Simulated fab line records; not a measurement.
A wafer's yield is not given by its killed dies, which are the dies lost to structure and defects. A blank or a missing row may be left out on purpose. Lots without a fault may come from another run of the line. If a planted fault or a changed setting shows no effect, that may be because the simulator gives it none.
Shared-tool check ; flow gf180mcu ; Sample size 12 lots and 36 wafers

## WHY IT WAS OPENED
Flagged at GF_V3_CD_MEAS_14: reading cd-nm, on 2 of 12 lots. Fault-free wafers read 259.9 nm, with a standard deviation of 1.1.
Rule: flag the lot when none of its wafers has a number, or when each of its wafers that has one lies beyond 4 standard deviations from that mean. As for the other lots, they are considered sound.

lot;measured;on;cd-nm (nm), wafer by wafer;flag
L839;day 22 09:07;cd-sem-02;256.8 258.9 259.8;
L840;day 23 07:18;cd-sem-02;258.6 260.1 259.4;
L841;day 23 13:50;cd-sem-02;258.1 259.7 258.8;
L846;day 25 07:38;cd-sem-02;259.4 258.9 259.8;
L849;day 26 08:46;cd-sem-01;260.4 260.1 259.4;
L850;day 26 12:34;cd-sem-02;258.9 257.5 258.4;
L852;day 27 05:33;cd-sem-01;257.8 259.4 258.8;
L853;day 27 12:01;cd-sem-02;238.3 236.2 236.8;FLAGGED
L859;day 29 03:05;cd-sem-01;235.2 238.0 236.2;FLAGGED
L860;day 29 12:56;cd-sem-02;260.1 260.7 259.7;
L861;day 29 16:20;cd-sem-02;259.9 259.9 260.2;
L862;day 29 22:19;cd-sem-01;259.4 258.9 260.0;
On average the flagged lots' numbers are 236.8 nm, which is -23.1 nm against the usual, or -21 standard deviations.

## WHICH TOOL RAN EACH LOT
The record holds 2 process steps before the reading, out of a route of 602 steps. Cell contents, in order: the tool; ch with the chambers the sampled wafers went through; the start.
lot;flag;GF_M3_METAL_ETCH_16;GF_V3_PEB_12
L839;;rie-metal-01 ch 0,1, day 21 08:16;litho-track-01 ch 0, day 22 08:47
L840;;rie-metal-03 ch 0,1, day 22 06:31;litho-track-01 ch 0, day 23 06:56
L841;;rie-metal-03 ch 0,1, day 22 13:43;litho-track-02 ch 0, day 23 13:30
L846;;rie-metal-03 ch 0,1, day 24 08:15;litho-track-03 ch 0, day 25 07:18
L849;;rie-metal-04 ch 0,1, day 25 10:58;litho-track-03 ch 0, day 26 08:25
L850;;rie-metal-01 ch 0,1, day 25 14:08;litho-track-03 ch 0, day 26 12:13
L852;;rie-metal-04 ch 0,1, day 26 07:37;litho-track-01 ch 0, day 27 05:13
L853;FLAGGED;rie-metal-03 ch 0,1, day 26 14:04;litho-track-01 ch 0, day 27 11:40
L859;FLAGGED;rie-metal-03 ch 0, day 28 06:01;litho-track-01 ch 0, day 29 02:44
L860;;rie-metal-03 ch 0,1, day 28 16:13;litho-track-02 ch 0, day 29 12:36
L861;;rie-metal-03 ch 0, day 28 19:22;litho-track-03 ch 0, day 29 15:59
L862;;rie-metal-03 ch 0,1, day 29 02:16;litho-track-02 ch 0, day 29 21:58
What these steps do:
- GF_M3_METAL_ETCH_16: etches the open film in Cl2/BCl3, stops on SiO2, target depth 750.8 nm, time 125.1 s.
- GF_V3_PEB_12: peb time 90 s.
- GF_V3_CD_MEAS_14: target cd 260 nm.

## FLAGGED AGAINST TOTAL, ONE TOOL AT A TIME (gauges that did the reading follow at the end)
step;tool;lots run;flagged;share of the flagged lots;sound lots run after its first flagged lot
GF_M3_METAL_ETCH_16;rie-metal-01;2;0;none;-
GF_M3_METAL_ETCH_16;rie-metal-03;8;2;all;3 (L860,L861,L862)
GF_M3_METAL_ETCH_16;rie-metal-04;2;0;none;-
GF_V3_PEB_12;litho-track-01;5;2;all;0
GF_V3_PEB_12;litho-track-02;3;0;none;-
GF_V3_PEB_12;litho-track-03;4;0;none;-
GF_V3_CD_MEAS_14;cd-sem-01;4;1;some;1 (L862)
GF_V3_CD_MEAS_14;cd-sem-02;8;1;some;2 (L860,L861)

## WHAT THE TABLE ALLOWS
Table rows that saw every flagged lot: 2, namely rie-metal-03 at GF_M3_METAL_ETCH_16 and litho-track-01 at GF_V3_PEB_12.
- rie-metal-03 at GF_M3_METAL_ETCH_16: 2 of its 8 lots flagged. After the first flagged lot (L860, L861, L862), sound lots still ran on it; a lasting fault on the whole tool would not permit that.
- litho-track-01 at GF_V3_PEB_12: 2 of its 5 lots flagged. Its last sound lot is L852 (day 27 05:13), its first flagged lot L853 (day 27 11:40): a fault that began between those two fits. Its own readings (heater-power-total-W, plate-temp-C) fall more than 4 standard deviations out on all wafers of the flagged lots.
Left over: one tool, litho-track-01 at GF_V3_PEB_12.

## WHAT THE SIMULATOR HAD PUT IN
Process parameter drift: litho-track-01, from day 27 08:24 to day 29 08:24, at GF_V3_PEB_12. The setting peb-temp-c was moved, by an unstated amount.
Shown lots that were struck: L853, L859. The rule above reached the same finding.
